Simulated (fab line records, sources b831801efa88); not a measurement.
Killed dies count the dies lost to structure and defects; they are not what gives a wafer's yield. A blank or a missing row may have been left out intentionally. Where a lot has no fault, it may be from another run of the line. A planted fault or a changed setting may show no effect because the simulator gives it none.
fab line records    flow sky130
record: lots: 6  wafers: 18  lastDay: 49
route steps=708 shown VIA3@587 METAL4@598 PAD_OPEN@708
lots untouched by any fault: they come from a run of this same line in which no faults occurred
startH: start of the lot's first displayed wafer, in hours after the record's first day    waitH: hours from the lot's prior step to this one    " repeats the value in the row above    L1.1+2: a single row standing in for several wafers    - either no value or no given start    * or withheld: withheld    < > ~ a bound
route shown NAME@n: names a module that has steps shown in the file, with the first one's number in the route    usual: mean and standard deviation over wafers with no fault    same: alike in all rows    chamber/n: place in a boat    sites: each site's reading    _std_site: their standard deviation    _edge_site: mean of outer sites minus mean of inner sites    radiusMm: how far each site lies from the wafer's centre    mask NAME#n: copy n    behind: the last tool/chamber to shape the wafer    hold: the reason the lot was held/the length of the hold in hours/how it ended    device: the n, p or np transistor that did not switch    end of line: the route-end tests of the same wafers    a step without rows: its recipe alone    killed: at the first sort, the dies lost to defects and structure; wafer yield is something else    map: a wafer's dies, marking killed ones x, the rest . and places with no die _
set.NAME: setting as actually run; set.NAME@STEP: the setting as run at that earlier step    model.NAME: the simulator's own value behind a step, which no gauge read
lots seen at some steps along the route; tables by step, rows by wafer
services: a tool's chamber out of use, with start hour (startH, from the record's first day; less than 0 if before it), hours out, and reason
== steps ==
step: SKY_VIA3_ETCH_14
recipe: chemistry: N2/H2  target: BARC  ionEnergyEv: 200  sourceW: 500  biasW: 100  pressureMtorr: 30  n2FlowSccm: 100  h2FlowSccm: 200  stopOn: SiO2  timeS: 45.9  targetDepthA: 600
step: SKY_VIA3_ETCH_15
recipe: target: SiO2  chemistry: C4F8/O2/Ar  targetDepthNm: 507  stopOn: TiN  maskMaterial: KrF-thick  sourceW: 1500  biasW: 1200  pressureMtorr: 40  c4f8FlowSccm: withheld  O2_flow_sccm: 6  Ar_flow_sccm: 300  timeS: 78
usual: oesProductAu: 0.946/0.0043
lot.wafer  tool        chamber  startH   waitH  oesProductAu  rfHoursCounterH
L680.1     rieDiel-01  2        961.36   0.0    0.951         2
L680.2     "           3        "        "      0.948         21
L680.5     "           1        "        "      0.939         -
L683.1     rieDiel-01  3        971.71   0.0    0.955         21
L683.2     "           1        "        "      0.945         12
L683.6     "           0        "        "      0.951         -
L690.2     rieDiel-03  3        1019.83  0.0    0.944         12
L690.3     "           1        "        "      0.947         8
L690.4     "           0        "        "      0.951         -
L691.2     rieDiel-01  3        1023.32  0.0    0.944         23
L691.4     "           2        "        "      0.941         4
L691.6     "           2        "        "      0.944         -
L692.3     rieDiel-03  0        1034.67  0.0    0.949         9
L692.5     "           0        "        "      0.945         -
L692.6     "           1        "        "      0.951         -
L696.3     rieDiel-04  3        1063.71  0.0    0.948         28
L696.4     "           0        "        "      0.940         24
L696.6     "           3        "        "      0.946         -
step: SKY_VIA3_STRIP_16
recipe: chemistry: O2/N2  powerW: 1400  pressureMtorr: 1500  platenTempC: withheld  o2FlowSccm: 3000  n2FlowSccm: 300  overashFraction: 0.5
step: SKY_VIA3_STRIP_17
recipe: chemistry: postEtchResidueRemover  timeS: 1200  tempC: 72.5
step: SKY_VIA3_CLEAN_18
recipe: chemistry: IPA  timeS: 180  tempC: 25
step: SKY_VIA3_CLEAN_19
recipe: chemistry: O3/DIW  dry: n2Spin
step: SKY_VIA3_SPUTTER_20
recipe: material: TiN  targetThkNm: 20  chamberPressurePa: 5  powerW: 4000  timeS: 80
usual: throttleValvePct: 29.9/1.1
lot.wafer  tool           chamber  startH   waitH  throttleValvePct
L680.1     pvdSputter-03  -        962.01   0.0    30.8
L680.2     "              -        "        "      29.9
L680.5     "              -        "        "      29.2
L683.1     pvdSputter-02  -        972.37   0.0    30.8
L683.2     "              -        "        "      30.5
L683.6     "              -        "        "      28.3
L690.2     pvdSputter-04  -        1020.48  0.0    28.6
L690.3     "              -        "        "      30.3
L690.4     "              -        "        "      29.2
L691.2     pvdSputter-04  -        1023.97  0.0    32.5
L691.4     "              -        "        "      29.5
L691.6     "              -        "        "      28.6
L692.3     pvdSputter-04  -        1035.36  0.0    29.5
L692.5     "              -        "        "      32.1
L692.6     "              -        "        "      28.6
L696.3     pvdSputter-03  -        1064.39  0.0    30.2
L696.4     "              -        "        "      30.8
L696.6     "              -        "        "      29.2
step: SKY_VIA3_CVD_21
recipe: material: W  targetThkNm: 390  timeS: 117.31  tempC: 400  pressureTorr: 40
usual: heaterPowerW: 829/24
lot.wafer  tool     chamber  startH   waitH  heaterPowerW
L680.1     cvdW-01  0        962.07   0.0    842
L680.2     "        1        "        "      852
L680.5     "        0        "        "      836
L683.1     cvdW-02  1        972.43   0.0    805
L683.2     "        0        "        "      808
L683.6     "        0        "        "      806
L690.2     cvdW-01  0        1020.54  0.0    832
L690.3     "        1        "        "      847
L690.4     "        0        "        "      845
L691.2     cvdW-02  0        1024.03  0.0    799
L691.4     "        1        "        "      829
L691.6     "        1        "        "      826
L692.3     cvdW-01  1        1035.46  0.1    841
L692.5     "        0        "        "      835
L692.6     "        1        "        "      869
L696.3     cvdW-01  1        1064.49  0.1    838
L696.4     "        0        "        "      821
L696.6     "        1        "        "      853
step: SKY_VIA3_RS_MEAS_22
recipe: thkMeasGauge: four-point-probe  reads: W_of_VIA3_CVD_21+TiN_of_VIA3_SPUTTER_20
usual: VIA3_W_RS: 0.293/0.0042
lot.wafer  tool          chamber  startH   waitH  VIA3_W_RS[ohm/sq]
L680.1     filmMetro-01  -        962.20   0.1    0.287
L680.2     "             -        "        "      0.290
L680.5     "             -        "        "      0.291
L683.1     filmMetro-02  -        972.55   0.1    0.292
L683.2     "             -        "        "      0.300
L683.6     "             -        "        "      0.298
L690.2     filmMetro-02  -        1020.68  0.1    0.289
L690.3     "             -        "        "      0.295
L690.4     "             -        "        "      0.287
L691.2     filmMetro-01  -        1024.17  0.1    0.297
L691.4     "             -        "        "      0.291
L691.6     "             -        "        "      0.296
L692.3     filmMetro-01  -        1035.58  0.1    0.292
L692.5     "             -        "        "      0.284
L692.6     "             -        "        "      0.294
L696.3     filmMetro-04  -        1064.62  0.1    0.293
L696.4     "             -        "        "      0.290
L696.6     "             -        "        "      0.293
step: SKY_VIA3_THK_MEAS_23
recipe: thkMeasGauge: xrf  reads: W_of_VIA3_CVD_21
usual: VIA3_W_THK: 395/7
lot.wafer  tool          chamber  startH   waitH  VIA3_W_THK[nm]
L680.1     filmMetro-01  -        962.32   0.1    407
L680.2     "             -        "        "      402
L680.5     "             -        "        "      397
L683.1     filmMetro-02  -        972.67   0.1    393
L683.2     "             -        "        "      382
L683.6     "             -        "        "      384
L690.2     filmMetro-02  -        1020.79  0.1    397
L690.3     "             -        "        "      390
L690.4     "             -        "        "      399
L691.2     filmMetro-01  -        1024.28  0.1    388
L691.4     "             -        "        "      396
L691.6     "             -        "        "      389
L692.3     filmMetro-01  -        1035.68  0.1    399
L692.5     "             -        "        "      411
L692.6     "             -        "        "      398
L696.3     filmMetro-04  -        1064.72  0.1    396
L696.4     "             -        "        "      399
L696.6     "             -        "        "      397
step: SKY_VIA3_CMP_24
recipe: stopOn: SiO2  tOverpolishS: 20  downForcePsi: 3.5  platenRpm: 60  targetThkNm: 0  padVelocityMS: 0.94248
usual: motorCurrentA: 10.2/0.85  overpolishRunS: 20.000/0.01  retainingRingPressureFrac: 1.000/0.0051  timeToEndpointS: 95/3.8
lot.wafer  tool    chamber  startH   waitH  motorCurrentA  overpolishRunS  retainingRingPressureFrac  timeToEndpointS
L680.1     cmp-01  2        962.39   0.1    10.4           19.999          0.995                      97
L680.2     "       1        "        "      11.5           20.016          0.992                      98
L680.5     "       3        "        "      9.9            19.994          0.994                      96
L683.1     cmp-01  0        972.73   0.1    9.6            20.013          0.998                      101
L683.2     "       2        "        "      10.3           20.001          0.991                      91
L683.6     "       1        "        "      11.4           19.990          1.005                      91
L690.3     cmp-02  1        1020.96  0.1    11.2           20.006          0.991                      101
L690.2     "       2        "        "      8.6            20.011          1.002                      104
L690.4     "       3        "        "      10.3           19.992          1.004                      97
L691.2     cmp-01  1        1024.33  0.0    11.4           19.996          1.013                      93
L691.4     "       3        "        "      10.1           20.002          1.000                      91
L691.6     "       2        "        "      10.1           19.991          0.990                      89
L692.3     cmp-01  1        1035.87  0.2    12.0           20.009          0.999                      94
L692.5     "       2        "        "      10.0           19.994          0.997                      97
L692.6     "       3        "        "      9.7            19.980          1.002                      92
L696.3     cmp-01  1        1064.76  0.0    11.8           19.994          0.996                      96
L696.4     "       3        "        "      9.9            19.997          0.995                      100
L696.6     "       2        "        "      10.2           19.993          1.004                      96
step: SKY_METAL4_SPUTTER_00
recipe: material: Ti  targetThkNm: 15  powerW: 3000  timeS: 10  chamberPressurePa: 0.4
usual: throttleValvePct: 30.1/0.8
lot.wafer  tool           chamber  startH   waitH  throttleValvePct
L680.1     pvdSputter-02  -        962.69   0.2    29.8
L680.2     "              -        "        "      30.6
L680.5     "              -        "        "      30.0
L683.1     pvdSputter-01  -        973.03   0.2    31.2
L683.2     "              -        "        "      30.1
L683.6     "              -        "        "      30.2
L690.2     pvdSputter-02  -        1021.26  0.2    30.5
L690.3     "              -        "        "      28.2
L690.4     "              -        "        "      30.5
L691.2     pvdSputter-02  -        1024.63  0.2    29.7
L691.4     "              -        "        "      28.3
L691.6     "              -        "        "      28.5
L692.3     pvdSputter-01  -        1036.02  0.1    31.2
L692.5     "              -        "        "      30.6
L692.6     "              -        "        "      31.2
L696.3     pvdSputter-03  -        1065.06  0.2    29.1
L696.4     "              -        "        "      29.0
L696.6     "              -        "        "      30.1
step: SKY_METAL4_SPUTTER_01
recipe: material: TiN  targetThkNm: 20  powerW: 6500  timeS: 16.7  chamberPressurePa: 0.4
usual: throttleValvePct: 30.1/0.78
lot.wafer  tool           chamber  startH   waitH  throttleValvePct  model.TiN_of_METAL4_SPUTTER_01.thkNm
L680.1     pvdSputter-02  -        962.71   0.0    29.6              20.03
L680.2     "              -        "        "      30.7              19.75
L680.5     "              -        "        "      30.0              20.04
L683.1     pvdSputter-01  -        973.05   0.0    31.2              19.8
L683.2     "              -        "        "      29.7              20.09
L683.6     "              -        "        "      30.3              20.13
L690.2     pvdSputter-02  -        1021.28  0.0    30.3              37.18
L690.3     "              -        "        "      28.8              37.38
L690.4     "              -        "        "      30.7              19.53
L691.2     pvdSputter-02  -        1024.66  0.0    29.7              37.95
L691.4     "              -        "        "      28.2              19.91
L691.6     "              -        "        "      28.7              37.7
L692.3     pvdSputter-01  -        1036.05  0.0    31.2              19.82
L692.5     "              -        "        "      30.5              19.88
L692.6     "              -        "        "      31.4              19.96
L696.3     pvdSputter-03  -        1065.08  0.0    29.4              20.46
L696.4     "              -        "        "      28.6              20.49
L696.6     "              -        "        "      30.2              20.22
step: SKY_METAL4_SPUTTER_02
recipe: material: AlCu  targetThkNm: 735  powerW: 10600  timeS: 39.1  chamberPressurePa: 0.4
step: SKY_PAD_OPEN_PROBE_99
usual: defectLimitedYield: 82.4/1.9  killed_at_M0_to_M3: 44/7.5  killed_at_M4_up: 3.2/1.9  killedAtContacts: 23/4.7  killedAtFrontEnd: 15/4.7  killedAtOther: 0.4/0.66  killedDies: 87/9.3  killedOpen: 47/7.2  killedShort: 39/6.5  sort_bin_3_pad_short: 0.8/0.39  sort_bin_5_function: 10.5/1.4  sort_bin_6_memory: 6.3/1.2  sortNPass: 405/9.3  sortYieldPct: 82.4/1.9
same: grossDies: 492  killedAtBackSide: 0  sort_bin_4_leakage[%]: 0  sort_bin_8_speed[%]: 0
lot.wafer  tool       chamber  startH   waitH  defectLimitedYield[%]  killed_at_M0_to_M3  killed_at_M4_up  killedAtContacts  killedAtFrontEnd  killedAtOther  killedDies  killedOpen  killedShort  sort_bin_3_pad_short[%]  sort_bin_5_function[%]  sort_bin_6_memory[%]  sortNPass  sortYieldPct[%]
L680.1     prober-01  -        1106.97  0.1    85.2                   43                  1                20                8                 1              73          46          27           0.6                      10.2                    4.1                   419        85.2
L680.2     prober-01  -        1107.02  0.1    81.3                   52                  6                21                13                0              92          49          43           0.6                      12.6                    5.5                   400        81.3
L680.5     prober-01  -        1107.17  0.2    82.3                   50                  6                20                11                0              87          43          44           0.6                      9.3                     7.7                   405        82.3
L683.2     prober-02  -        1112.14  0.1    83.5                   45                  2                25                9                 0              81          41          40           0.4                      10.2                    5.9                   411        83.5
L683.6     prober-02  -        1112.34  0.2    82.5                   43                  5                26                12                0              86          44          42           0.8                      10.4                    6.3                   406        82.5
L696.3     prober-01  -        1185.49  0.2    79.3                   53                  2                31                16                0              102         56          45           1.0                      13.2                    6.5                   390        79.3
L696.4     prober-01  -        1185.54  0.2    82.7                   41                  6                28                10                0              85          53          32           0.4                      10.6                    6.3                   407        82.7
L696.6     prober-01  -        1185.64  0.2    82.1                   34                  3                24                27                0              88          49          39           0.6                      11.8                    5.5                   404        82.1
killed by level:class
L680.1 VIA1:geometricParticle:open=14 LI_CONTACT:geometricParticle:open=8 CONTACT:geometricParticle:open=7 VIA2:geometricParticle:open=6 VIA1:geometricParticle:short=4 VIA3:geometricParticle:open=4 FIELD_ISO:geometricParticle:open=3 METAL1:geometricParticle:short=3
L680.2 VIA1:geometricParticle:open=13 LI_CONTACT:geometricParticle:open=10 VIA1:geometricParticle:short=7 VIA3:geometricParticle:open=7 FIELD_ISO:geometricParticle:short=6 LI_CONTACT:geometricParticle:short=4 METAL1:geometricParticle:short=4 METAL2:geometricParticle:short=4
L680.5 VIA1:geometricParticle:open=10 VIA1:geometricParticle:short=9 VIA3:geometricParticle:open=6 LI_CONTACT:geometricParticle:open=6 CONTACT:geometricParticle:open=6 METAL2:geometricParticle:short=6 FIELD_ISO:geometricParticle:short=5 CONTACT:geometricParticle:short=5
L683.2 VIA1:geometricParticle:open=15 CONTACT:geometricParticle:short=8 CONTACT:geometricParticle:open=8 VIA1:geometricParticle:short=7 METAL3:geometricParticle:short=6 METAL1:geometricParticle:short=4 METAL2:geometricParticle:short=4 VIA2:geometricParticle:open=4
L683.6 VIA1:geometricParticle:open=15 LI_CONTACT:geometricParticle:open=9 CONTACT:geometricParticle:open=8 VIA1:geometricParticle:short=6 METAL2:geometricParticle:short=6 VIA2:geometricParticle:open=5 CONTACT:geometricParticle:short=4 METAL4:geometricParticle:short=4
L696.3 VIA1:geometricParticle:open=13 LOCAL_INTERCONNECT:geometricParticle:short=9 VIA2:geometricParticle:open=9 LI_CONTACT:geometricParticle:open=8 CONTACT:geometricParticle:open=8 VIA1:geometricParticle:short=7 VIA2:geometricParticle:short=6 FIELD_ISO:geometricParticle:short=5
L696.4 CONTACT:geometricParticle:open=15 VIA1:geometricParticle:open=9 VIA1:geometricParticle:short=8 VIA2:geometricParticle:open=7 LI_CONTACT:geometricParticle:open=6 POLY_GATE:geometricParticle:open=5 LI_CONTACT:geometricParticle:short=3 VIA4:geometricParticle:open=3
L696.6 LI_CONTACT:geometricParticle:open=10 POLY_GATE:geometricParticle:open=9 VIA1:geometricParticle:open=9 FIELD_ISO:geometricParticle:short=6 FIELD_ISO:geometricParticle:open=6 CONTACT:geometricParticle:open=6 METAL1:geometricParticle:short=5 METAL2:geometricParticle:short=5
== services ==
tool           chamber  startH   hours  kind
cmp-02         -        955.57   12.2   pm
pvdSputter-02  -        966.09   4.3    repair
pvdSputter-04  -        967.10   2.8    repair
rieDiel-04     0        969.95   19.9   repair
rieDiel-03     2        987.48   -      clean
rieDiel-03     2        987.48   15.0   scheduledDown
cmp-01         -        987.58   1.1    repair
rieDiel-04     2        994.33   8.7    repair
rieDiel-04     -        994.80   0.5    repair
pvdSputter-02  -        998.37   2.7    repair
pvdSputter-02  -        999.21   5.1    repair
rieDiel-04     1        999.26   6.3    repair
pvdSputter-02  -        1000.78  9.7    repair
pvdSputter-01  -        1003.60  7.8    repair
rieDiel-01     0        1008.08  9.8    repair
pvdSputter-01  -        1009.42  1.0    repair
rieDiel-01     1        1009.95  2.3    repair
rieDiel-03     2        1016.45  8.3    repair
cmp-01         -        1019.55  2.6    repair
rieDiel-04     -        1035.67  1.4    repair
rieDiel-01     2        1038.91  6.5    repair
rieDiel-04     1        1043.11  5.9    repair
rieDiel-03     2        1051.03  5.0    repair
cmp-02         -        1051.79  0.3    repair
== key ==
firstSign none at tools or gauges
modelEffect: step: SKY_METAL4_SPUTTER_01  value: TiN_of_METAL4_SPUTTER_01.thkNm  without: 19.86  struck: 37.55
metAt SKY_METAL4_SPUTTER_01
struckWafers L690.2,L690.3,L691.2,L691.6
onsetBetween 962.71 1021.28
fault: kind: processParameterDrift  tool: pvdSputter-02  chamber: -  onsetH: 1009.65  steps: SKY_METAL4_SPUTTER_01  channel: targetThkNm  offset: 17.691  shape: step  endH: 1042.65  scope: struckWafersOnly  actsIn: theseRecipesOnly  stated: 20
